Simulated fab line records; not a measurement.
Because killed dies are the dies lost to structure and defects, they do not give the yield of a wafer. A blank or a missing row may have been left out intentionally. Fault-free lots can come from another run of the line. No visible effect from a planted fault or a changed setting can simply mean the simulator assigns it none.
Which of the tools did it? || flow sky130 || Sampling: 12 lots, 36 wafers, 5 of 708 route steps

## WHAT THE GAUGES SHOWED, per wafer
SKY_LDD_N_TW_MEAS_17.
{"lot": "L388", "measured": "day 17 22:00", "on": "filmMetro-01", "LDD_N_TW": "2598 2593 2588"}
{"lot": "L389", "measured": "day 18 04:08", "on": "filmMetro-01", "LDD_N_TW": "2602 2601 2596"}
{"lot": "L391", "measured": "day 18 14:47", "on": "filmMetro-04", "LDD_N_TW": "2610 2609 2597"}
{"lot": "L392", "measured": "day 19 02:07", "on": "filmMetro-03", "LDD_N_TW": "2618 2631 2635"}
{"lot": "L393", "measured": "day 19 11:05", "on": "filmMetro-01", "LDD_N_TW": "2593 2597 2587"}
{"lot": "L395", "measured": "day 20 19:41", "on": "filmMetro-03", "LDD_N_TW": "2624 2618 2601"}
{"lot": "L399", "measured": "day 21 17:23", "on": "filmMetro-04", "LDD_N_TW": "2590 2596 2595"}
{"lot": "L400", "measured": "day 22 04:32", "on": "filmMetro-04", "LDD_N_TW": "2623 2603 2629"}
{"lot": "L405", "measured": "day 23 23:11", "on": "filmMetro-04", "LDD_N_TW": "2607 2607 2624"}
{"lot": "L408", "measured": "day 24 21:26", "on": "filmMetro-04", "LDD_N_TW": "2621 2609 2614"}
{"lot": "L410", "measured": "day 25 15:14", "on": "filmMetro-01", "LDD_N_TW": "2580 2597 2582"}
{"lot": "L411", "measured": "day 25 22:11", "on": "filmMetro-01", "LDD_N_TW": "2595 2584 2582"}

SKY_LDD_HVN_OVL_MEAS_07.
{"lot": "L388", "measured": "day 20 11:43", "on": "overlay-02", "LDD_HVN_OVL (nm)": "-2.1 -2.3 -2.7"}
{"lot": "L389", "measured": "day 20 18:39", "on": "overlay-02", "LDD_HVN_OVL (nm)": "1.6 0.6 -0.3"}
{"lot": "L391", "measured": "day 21 06:02", "on": "overlay-02", "LDD_HVN_OVL (nm)": "-1.3 -0.2 1.4"}
{"lot": "L392", "measured": "day 21 16:14", "on": "overlay-02", "LDD_HVN_OVL (nm)": "1.3 -2.7 0.0"}
{"lot": "L393", "measured": "day 22 01:23", "on": "overlay-01", "LDD_HVN_OVL (nm)": "-0.3 -0.1 -1.6"}
{"lot": "L395", "measured": "day 23 10:35", "on": "overlay-02", "LDD_HVN_OVL (nm)": "-0.3 -0.4 -1.5"}
{"lot": "L399", "measured": "day 24 07:00", "on": "overlay-02", "LDD_HVN_OVL (nm)": "-3.3 -1.7 -1.9"}
{"lot": "L400", "measured": "day 24 18:50", "on": "overlay-01", "LDD_HVN_OVL (nm)": "-1.7 -1.5 -1.2"}
{"lot": "L405", "measured": "day 26 11:56", "on": "overlay-01", "LDD_HVN_OVL (nm)": "-1.8 -0.7 -0.7"}
{"lot": "L408", "measured": "day 27 08:41", "on": "overlay-01", "LDD_HVN_OVL (nm)": "-1.2 -0.8 -2.1"}
{"lot": "L410", "measured": "day 28 02:57", "on": "overlay-02", "LDD_HVN_OVL (nm)": "-0.8 -1.9 -1.4"}
{"lot": "L411", "measured": "day 28 08:54", "on": "overlay-01", "LDD_HVN_OVL (nm)": "-1.2 -1.4 -1.9"}

SKY_LDD_HVN_TW_MEAS_10.
{"lot": "L388", "measured": "day 20 12:00", "on": "filmMetro-02", "LDD_HVN_TW": "1428 1430 1433"}
{"lot": "L389", "measured": "day 20 18:56", "on": "filmMetro-01", "LDD_HVN_TW": "1440 1446 1445"}
{"lot": "L391", "measured": "day 21 06:20", "on": "filmMetro-04", "LDD_HVN_TW": "1447 1446 1448"}
{"lot": "L392", "measured": "day 21 16:31", "on": "filmMetro-02", "LDD_HVN_TW": "1435 1445 1439"}
{"lot": "L393", "measured": "day 22 01:41", "on": "filmMetro-02", "LDD_HVN_TW": "1443 1439 1439"}
{"lot": "L395", "measured": "day 23 10:52", "on": "filmMetro-02", "LDD_HVN_TW": "1446 1446 1447"}
{"lot": "L399", "measured": "day 24 07:17", "on": "filmMetro-04", "LDD_HVN_TW": "1295 1292 1294"}
{"lot": "L400", "measured": "day 24 19:07", "on": "filmMetro-01", "LDD_HVN_TW": "1284 1285 1284"}
{"lot": "L405", "measured": "day 26 12:13", "on": "filmMetro-02", "LDD_HVN_TW": "1447 1449 1450"}
{"lot": "L408", "measured": "day 27 08:59", "on": "filmMetro-02", "LDD_HVN_TW": "1436 1448 1446"}
{"lot": "L410", "measured": "day 28 03:14", "on": "filmMetro-04", "LDD_HVN_TW": "1451 1458 1459"}
{"lot": "L411", "measured": "day 28 09:11", "on": "filmMetro-04", "LDD_HVN_TW": "1454 1444 1451"}

## EACH LOT AND THE TOOL THAT RAN IT (in order: tool; ch and the chambers of the sampled wafers; start)
{"lot": "L388", "SKY_GATE_OXIDE_STRIP_13": "plasmaAsher-02 ch 0,1, day 14 01:52", "SKY_LDD_HVN_IMPLANT_08": "implanter-04 ch 0, day 20 11:47"}
{"lot": "L389", "SKY_GATE_OXIDE_STRIP_13": "plasmaAsher-01 ch 0,1, day 14 07:37", "SKY_LDD_HVN_IMPLANT_08": "implanter-01 ch 0, day 20 18:43"}
{"lot": "L391", "SKY_GATE_OXIDE_STRIP_13": "plasmaAsher-04 ch 0,1, day 14 15:17", "SKY_LDD_HVN_IMPLANT_08": "implanter-04 ch 0, day 21 06:05"}
{"lot": "L392", "SKY_GATE_OXIDE_STRIP_13": "plasmaAsher-01 ch 0,1, day 15 00:56", "SKY_LDD_HVN_IMPLANT_08": "implanter-04 ch 0, day 21 16:16"}
{"lot": "L393", "SKY_GATE_OXIDE_STRIP_13": "plasmaAsher-01 ch 0,1, day 15 09:18", "SKY_LDD_HVN_IMPLANT_08": "implanter-02 ch 0, day 22 01:26"}
{"lot": "L395", "SKY_GATE_OXIDE_STRIP_13": "plasmaAsher-02 ch 0,1, day 16 04:20", "SKY_LDD_HVN_IMPLANT_08": "implanter-04 ch 0, day 23 10:37"}
{"lot": "L399", "SKY_GATE_OXIDE_STRIP_13": "plasmaAsher-01 ch 0,1, day 17 10:47", "SKY_LDD_HVN_IMPLANT_08": "implanter-04 ch 0, day 24 07:02"}
{"lot": "L400", "SKY_GATE_OXIDE_STRIP_13": "plasmaAsher-04 ch 0,1, day 17 22:29", "SKY_LDD_HVN_IMPLANT_08": "implanter-04 ch 0, day 24 18:52"}
{"lot": "L405", "SKY_GATE_OXIDE_STRIP_13": "plasmaAsher-01 ch 0,1, day 19 18:56", "SKY_LDD_HVN_IMPLANT_08": "implanter-02 ch 0, day 26 11:58"}
{"lot": "L408", "SKY_GATE_OXIDE_STRIP_13": "plasmaAsher-01 ch 0,1, day 20 15:26", "SKY_LDD_HVN_IMPLANT_08": "implanter-01 ch 0, day 27 08:45"}
{"lot": "L410", "SKY_GATE_OXIDE_STRIP_13": "plasmaAsher-04 ch 0,1, day 21 12:07", "SKY_LDD_HVN_IMPLANT_08": "implanter-04 ch 0, day 28 03:01"}
{"lot": "L411", "SKY_GATE_OXIDE_STRIP_13": "plasmaAsher-04 ch 0,1, day 21 17:05", "SKY_LDD_HVN_IMPLANT_08": "implanter-02 ch 0, day 28 08:56"}
- SKY_GATE_OXIDE_STRIP_13: strips in O2/N2.
- SKY_LDD_HVN_IMPLANT_08

## WHAT THE TOOLS THEMSELVES READ (means of the sampled wafers that have a number; where no wafer has one, the mark that the record gives instead)
SKY_GATE_OXIDE_STRIP_13.
{"lot": "L388", "tool": "plasmaAsher-02", "drypumpMotorCurrentA (A)": 6.13, "oesProductAu (a.u.)": 0.714, "stripTimeToEndpointS (s)": 14.16}
{"lot": "L389", "tool": "plasmaAsher-01", "drypumpMotorCurrentA (A)": 6.06, "oesProductAu (a.u.)": 0.715, "stripTimeToEndpointS (s)": 14.19}
{"lot": "L391", "tool": "plasmaAsher-04", "drypumpMotorCurrentA (A)": 5.77, "oesProductAu (a.u.)": 0.715, "stripTimeToEndpointS (s)": 14.19}
{"lot": "L392", "tool": "plasmaAsher-01", "drypumpMotorCurrentA (A)": 6.04, "oesProductAu (a.u.)": 0.719, "stripTimeToEndpointS (s)": 14.15}
{"lot": "L393", "tool": "plasmaAsher-01", "drypumpMotorCurrentA (A)": 5.97, "oesProductAu (a.u.)": 0.716, "stripTimeToEndpointS (s)": 14.21}
{"lot": "L395", "tool": "plasmaAsher-02", "drypumpMotorCurrentA (A)": 6.15, "oesProductAu (a.u.)": 0.713, "stripTimeToEndpointS (s)": 14.18}
{"lot": "L399", "tool": "plasmaAsher-01", "drypumpMotorCurrentA (A)": 5.99, "oesProductAu (a.u.)": 0.716, "stripTimeToEndpointS (s)": 14.15}
{"lot": "L400", "tool": "plasmaAsher-04", "drypumpMotorCurrentA (A)": 5.74, "oesProductAu (a.u.)": 0.713, "stripTimeToEndpointS (s)": 14.17}
{"lot": "L405", "tool": "plasmaAsher-01", "drypumpMotorCurrentA (A)": 5.98, "oesProductAu (a.u.)": 0.715, "stripTimeToEndpointS (s)": 14.19}
{"lot": "L408", "tool": "plasmaAsher-01", "drypumpMotorCurrentA (A)": 6.06, "oesProductAu (a.u.)": 0.714, "stripTimeToEndpointS (s)": 14.20}
{"lot": "L410", "tool": "plasmaAsher-04", "drypumpMotorCurrentA (A)": 5.77, "oesProductAu (a.u.)": 0.720, "stripTimeToEndpointS (s)": 14.17}
{"lot": "L411", "tool": "plasmaAsher-04", "drypumpMotorCurrentA (A)": 5.73, "oesProductAu (a.u.)": 0.715, "stripTimeToEndpointS (s)": 14.23}

SKY_LDD_HVN_IMPLANT_08.
{"lot": "L388", "tool": "implanter-04", "endStationPressureTorr (Torr)": 5.21e-06, "tiltDeg (degrees)": 39.987}
{"lot": "L389", "tool": "implanter-01", "endStationPressureTorr (Torr)": 5.17e-06, "tiltDeg (degrees)": 40.010}
{"lot": "L391", "tool": "implanter-04", "endStationPressureTorr (Torr)": 5.20e-06, "tiltDeg (degrees)": 40.030}
{"lot": "L392", "tool": "implanter-04", "endStationPressureTorr (Torr)": 4.94e-06, "tiltDeg (degrees)": 40.012}
{"lot": "L393", "tool": "implanter-02", "endStationPressureTorr (Torr)": 5.20e-06, "tiltDeg (degrees)": 39.973}
{"lot": "L395", "tool": "implanter-04", "endStationPressureTorr (Torr)": 5.09e-06, "tiltDeg (degrees)": 40.003}
{"lot": "L399", "tool": "implanter-04", "endStationPressureTorr (Torr)": 5.10e-06, "tiltDeg (degrees)": -0.009}
{"lot": "L400", "tool": "implanter-04", "endStationPressureTorr (Torr)": 5.01e-06, "tiltDeg (degrees)": 0.017}
{"lot": "L405", "tool": "implanter-02", "endStationPressureTorr (Torr)": 5.19e-06, "tiltDeg (degrees)": 40.020}
{"lot": "L408", "tool": "implanter-01", "endStationPressureTorr (Torr)": 5.26e-06, "tiltDeg (degrees)": 39.995}
{"lot": "L410", "tool": "implanter-04", "endStationPressureTorr (Torr)": 5.11e-06, "tiltDeg (degrees)": 40.013}
{"lot": "L411", "tool": "implanter-02", "endStationPressureTorr (Torr)": 5.38e-06, "tiltDeg (degrees)": 39.989}

## THE ANSWER, worked out from the rows above alone
Rule: the lots themselves supply what counts as usual. Put in order of their means at a reading, lots are off if they are a third of the lots or fewer, leave a main group of 4 or more, and stand apart from it by a gap of 3 or more times the standard deviation of the main group's means; of several such gaps the widest counts. A main group whose means are all the same, to the digits that the tables above print for the reading, isn't used. Also off: a lot with no number at a reading for which 4 or more lots have one. The other lots that the step has rows for count as sound. After the gauges, taken in route order, come the tools' own readings; for these a lot's mean is taken, as printed above. The first step at which some lot is off is used, and at that step the reading that is off furthest; a lot without a number counts as furthest.
Off: at SKY_LDD_HVN_TW_MEAS_10 (LDD_HVN_TW), L399, L400. The main group has a mean of 1444 with a standard deviation of 6.6.
A tool fits if, at a process step before that reading, it ran every lot that is off, and no sound lot after the first of them. Not tried: the gauges at SKY_LDD_HVN_TW_MEAS_10; whatever is off there is also off at SKY_LDD_HVN_IMPLANT_08, on other tools, and gauge error can't account for it. Not one of the candidates tried fits.

## WHAT THE SIMULATOR HAD INSERTED
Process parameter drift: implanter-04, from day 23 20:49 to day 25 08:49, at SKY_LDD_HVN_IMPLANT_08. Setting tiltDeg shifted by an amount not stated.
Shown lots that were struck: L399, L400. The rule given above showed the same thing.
